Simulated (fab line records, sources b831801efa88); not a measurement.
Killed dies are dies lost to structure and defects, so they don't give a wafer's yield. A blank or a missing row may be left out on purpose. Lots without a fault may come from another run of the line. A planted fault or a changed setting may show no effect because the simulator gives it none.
Which tool did it? | flow sky130 | 11 lots, 33 wafers sampled, at 3 steps of a route of 708

WHAT THE GAUGES READ, wafer by wafer
SKY_LI_CONTACT_RS_MEAS_22: measures by four-point-probe. Usual: LI_CONTACT_W_RS 0.2843 ohm/sq, standard deviation 0.0026.
lot  | measured     | on            | LI_CONTACT_W_RS (ohm/sq) | flag
L641 | day 29 10:38 | film_metro-02 | 0.2875 0.2857 0.2837     |
L643 | day 29 21:28 | film_metro-02 | 0.2866 0.2890 0.2868     |
L644 | day 30 03:49 | film_metro-01 | 0.2832 0.2858 0.2882     |
L645 | day 30 11:01 | film_metro-02 | 0.2816 0.2823 0.2826     |
L650 | day 32 05:07 | film_metro-02 | 0.2825 0.2832 0.2845     |
L652 | day 32 21:29 | film_metro-02 | 0.2843 0.2835 0.2853     |
L653 | day 33 05:10 | film_metro-01 | 0.2843 0.2814 0.2815     |
L661 | day 35 14:02 | film_metro-02 | 0.2827 0.2883 0.2844     |
L662 | day 35 23:07 | film_metro-04 | 0.2877 0.2856 0.2874     |
L663 | day 36 05:14 | film_metro-04 | 0.2868 0.2856 0.2873     |
L664 | day 36 10:47 | film_metro-02 | 0.2877 0.2875 0.2873     |

SKY_LOCAL_INTERCONNECT_RS_MEAS_01: measures by four-point-probe. Usual: LOCAL_INTERCONNECT_TIN_RS 14.06 ohm/sq, standard deviation 0.15.
lot  | measured     | on            | LOCAL_INTERCONNECT_TIN_RS (ohm/sq) | flag
L641 | day 29 11:10 | film_metro-03 | 14.08 14.12 14.23                  |
L643 | day 29 22:00 | film_metro-03 | 14.23 14.22 14.30                  |
L644 | day 30 04:21 | film_metro-03 | 13.88 14.02 13.91                  |
L645 | day 30 11:34 | film_metro-02 | 14.09 13.94 14.10                  |
L650 | day 32 05:40 | film_metro-04 | 14.22 14.33 14.33                  |
L652 | day 32 22:02 | film_metro-02 | 14.29 14.27 14.30                  |
L653 | day 33 05:43 | film_metro-04 | 14.00 14.19 14.13                  |
L661 | day 35 14:46 | film_metro-02 | 14.04 14.07 14.08                  |
L662 | day 35 23:40 | film_metro-04 | 14.01 13.95 14.07                  |
L663 | day 36 05:47 | film_metro-02 | 14.23 14.11 14.10                  |
L664 | day 36 11:20 | film_metro-03 | 13.86 14.04 14.14                  |

SKY_CONTACT_THK_MEAS_03. Usual: CONTACT_HDPCVD_THK 564 nm, standard deviation 6.6.
lot  | measured     | on            | CONTACT_HDPCVD_THK (nm) | flag
L641 | day 30 16:08 | film_metro-01 | 562 568 566             |
L643 | day 31 03:08 | film_metro-03 | 568 564 564             |
L644 | day 31 09:41 | film_metro-03 | 568 571 567             |
L645 | day 31 17:04 | film_metro-03 | 560 563 560             |
L650 | day 33 09:40 | film_metro-03 | 550 550 550             |
L652 | day 34 01:09 | film_metro-04 | 560 559 562             |
L653 | day 34 09:34 | film_metro-01 | 567 574 562             |
L661 | day 36 18:29 | film_metro-03 | 572 581 574             |
L662 | day 37 03:16 | film_metro-01 | 551 561 558             |
L663 | day 37 08:53 | film_metro-03 | 568 563 573             |
L664 | day 37 14:27 | film_metro-04 | 573 579 570             |

WHICH TOOL RAN EACH LOT (tool, then ch and the chambers of the sampled wafers, then the start)
The record holds no process step before these readings.

WHAT THE TOOLS THEMSELVES READ (means of the sampled wafers that have a number; where no wafer has one, the mark that the record gives instead)
The record holds no such reading with a usual standard deviation.

THE ANSWER, worked out from the rows above alone
Rule: a lot is off if the mean of its wafers that have a number lies more than 3 standard deviations from the usual mean. A lot without any number at a reading at which 4 lots or more have one is off too. The other lots that the step has rows for count as sound. The gauges are gone through in route order, then the tools' own readings, and for those a lot's mean is taken as printed above. The first step at which some lot is off is used, and at that step the reading that is off furthest; a lot without a number counts as furthest.
No lot is off at any reading shown: from this, nothing can be told.

WHAT THE SIMULATOR HAD PUT IN
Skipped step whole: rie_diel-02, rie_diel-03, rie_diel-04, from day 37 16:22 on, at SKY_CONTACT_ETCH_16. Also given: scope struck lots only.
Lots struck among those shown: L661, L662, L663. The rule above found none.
